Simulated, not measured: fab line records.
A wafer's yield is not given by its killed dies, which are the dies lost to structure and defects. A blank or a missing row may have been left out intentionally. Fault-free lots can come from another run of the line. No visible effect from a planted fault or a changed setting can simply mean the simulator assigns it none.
Code-filled problem report in 8D (eight disciplines) form / flow sfq line / the parts of the form that need people (team, actions taken, sign-off) are left out

## 1. WHAT WENT WRONG
At SFQ_TRILAYER_I4_CMP_CMP_100, time to endpoint s averages 119 s over 3 wafers from 2 lots, while fault-free wafers read 216 s, standard deviation 5.5. That puts it -18 standard deviations away from the usual mean.
The step: polishes SiO2.
Earliest sighting: wafer L766.4 on cmp-01 at day 56 11:57. The record has a number at this step for 42 wafers belonging to 14 lots. The rule behind "out" and "out of limits": a value lying over 4 standard deviations away from the usual mean. All remaining wafers that have a number are taken as sound.

## 2. WHAT IT IS AND WHAT IT IS NOT
question=which readings at this step | is=time to endpoint s | is not=motor current A, platen rpm
question=which lots | is=L766, L769 | is not=L752, L755, L756, L757, L764, L768, L770, L771, L772, L773, L774, L775
question=which wafers of those lots | is=L766.1, L766.4, L769.4 | is not=L766.3, L769.5, L769.6
question=read on which tools | is=cmp-01 | is not=cmp-02
question=when | is=from day 56 11:57 | is not=up to then (16 sound wafers); but 23 sound wafers of L768, L769, L770, L771, L772, L773, L774, L775 came after

## 3. WHAT RULES OUT EACH SUSPECT
Counting: any tool at a process step up to the reading remains a suspect provided it ran every lot that is out. Sound lots after the first of them don't rule it out here, since some wafers of a struck lot are sound.
- cmp-01 at SFQ_TRILAYER_I4_CMP_CMP_100 (polishes SiO2): kept. It processed each lot that is out (first: L766, day 56 11:57); up to then, its last sound lot is L764 (day 56 06:27). Out on those wafers are its own readings of time to endpoint s.
Left after counting: cmp-01 at SFQ_TRILAYER_I4_CMP_CMP_100.

## 4. THE CAUSE (what the simulator had put in)
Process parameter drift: cmp-01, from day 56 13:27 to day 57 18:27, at SFQ_TRILAYER_I4_CMP_CMP_100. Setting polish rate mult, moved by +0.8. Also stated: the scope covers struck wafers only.
This tool alone remained once counting was done.

## 5. THE EFFECT CHAIN, in route order
Each row: a reading where the mean over the struck wafers with a number is more than 3 standard deviations away from the usual. Only readings whose record carries a usual standard deviation are examined. hours: median over the lots of the time between each lot's start at the first step of this table that gives one and its start at this step. sigmas: the change, counted in usual standard deviations.
hours=0; step=SFQ_TRILAYER_I4_CMP_CMP_100; reading=time to endpoint s; usual=216 s; on struck wafers=119; change=-97; sigmas=-18
Process steps it contains:
- SFQ_TRILAYER_I4_CMP_CMP_100: polishes SiO2.
Later steps that measure or inspect, where all struck wafers having a row at the step show a number for every such reading and not one has moved that far: SFQ_I4_OVL_MEAS_928.

## 6. WHAT WOULD HAVE CAUGHT IT SOONER
In this record the first reading out of limits was taken at day 56 11:57.
